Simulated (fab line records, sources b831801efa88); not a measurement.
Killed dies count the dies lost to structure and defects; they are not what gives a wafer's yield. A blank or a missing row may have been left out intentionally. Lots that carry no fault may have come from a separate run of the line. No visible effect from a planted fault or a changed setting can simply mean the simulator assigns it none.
Tool commonality check -- flow gf180mcu -- 45 wafers sampled across 13 lots

== REASON IT WAS OPENED ==
2 of 13 lots carry a flag on the reading MVPSD_TW at GF_MVPSD_TW_MEAS_11. Fault-free wafers read 554, with a standard deviation of 4.8.
Rule: a lot is flagged when every wafer of it that has a number lies more than 4 standard deviations from that mean, or none has a number. The rest of the lots are taken to be sound.

lot,measured,on,"MVPSD_TW, wafer by wafer",flag
L652,day 5 00:46,filmMetro-03,558 554 556,
L653,day 5 07:09,filmMetro-03,557 559 560,
L655,day 5 16:14,filmMetro-03,558 558 559,
L657,day 6 05:55,filmMetro-01,552 550 549,
L658,day 6 11:34,filmMetro-03,557 560 560,
L659,day 6 17:41,filmMetro-04,546 547 546,
L667,day 8 13:29,filmMetro-03,609 609 610 610 609 608,FLAGGED
L668,day 8 20:25,filmMetro-01,600 602 606 604 602 603,FLAGGED
L669,day 9 06:20,filmMetro-04,550 548 548,
L670,day 9 14:08,filmMetro-04,549 552 552,
L671,day 9 19:42,filmMetro-04,550 546 550,
L673,day 10 19:28,filmMetro-03,560 562 561,
L675,day 11 00:55,filmMetro-03,558 559 559,
Average over the flagged lots: 606; offset from the usual +52, equal to +11 standard deviations.

== LOT BY LOT: THE TOOL USED ==
The record holds 1 process step before the reading, out of a route of 602 steps. Cell contents, in order: the tool; ch with the chambers the sampled wafers went through; the start.
lot,flag,GF_MVPSD_IMPLANT_08
L652,,"implanter-03 ch 0, day 5 00:22"
L653,,"implanter-04 ch 0, day 5 06:46"
L655,,"implanter-02 ch 0, day 5 15:50"
L657,,"implanter-02 ch 0, day 6 05:32"
L658,,"implanter-03 ch 0, day 6 11:10"
L659,,"implanter-03 ch 0, day 6 17:17"
L667,FLAGGED,"implanter-03 ch 0, day 8 13:05"
L668,FLAGGED,"implanter-03 ch 0, day 8 20:01"
L669,,"implanter-02 ch 0, day 9 05:56"
L670,,"implanter-02 ch 0, day 9 13:47"
L671,,"implanter-02 ch 0, day 9 19:19"
L673,,"implanter-04 ch 0, day 10 19:04"
L675,,"implanter-02 ch 0, day 11 00:31"
What is done by these steps:
- GF_MVPSD_IMPLANT_08
- GF_MVPSD_TW_MEAS_11

== FLAGGED OVER TOTAL, TOOL BY TOOL (the gauges that took the reading come last) ==
step,tool,lots run,flagged,share of the flagged lots,sound lots run after its first flagged lot
GF_MVPSD_IMPLANT_08,implanter-02,6,0,none,-
GF_MVPSD_IMPLANT_08,implanter-03,5,2,all,0
GF_MVPSD_IMPLANT_08,implanter-04,2,0,none,-
GF_MVPSD_TW_MEAS_11,filmMetro-01,2,1,some,0
GF_MVPSD_TW_MEAS_11,filmMetro-03,7,1,some,"2 (L673,L675)"
GF_MVPSD_TW_MEAS_11,filmMetro-04,4,0,none,-

== WHAT THE TABLE ALLOWS ==
In the table, 1 row covers all flagged lots: implanter-03 at GF_MVPSD_IMPLANT_08.
- implanter-03 at GF_MVPSD_IMPLANT_08: 2 of its 5 lots flagged. Its last sound lot is L659 (day 6 17:17), its first flagged lot L667 (day 8 13:05): a fault that began between those two fits. Its own readings lie more than 4 standard deviations out on every wafer of the flagged lots: tiltDeg.
Left over: one tool, implanter-03 at GF_MVPSD_IMPLANT_08.

== WHAT HAD BEEN PUT IN BY THE SIMULATOR ==
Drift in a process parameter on implanter-03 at GF_MVPSD_IMPLANT_08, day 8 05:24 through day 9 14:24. Setting tiltDeg, moved by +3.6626, from 0. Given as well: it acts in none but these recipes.
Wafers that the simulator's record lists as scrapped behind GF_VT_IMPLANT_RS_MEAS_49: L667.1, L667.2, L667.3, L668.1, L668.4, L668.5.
Lots struck among those shown: L667, L668. The rule given above showed the same thing.
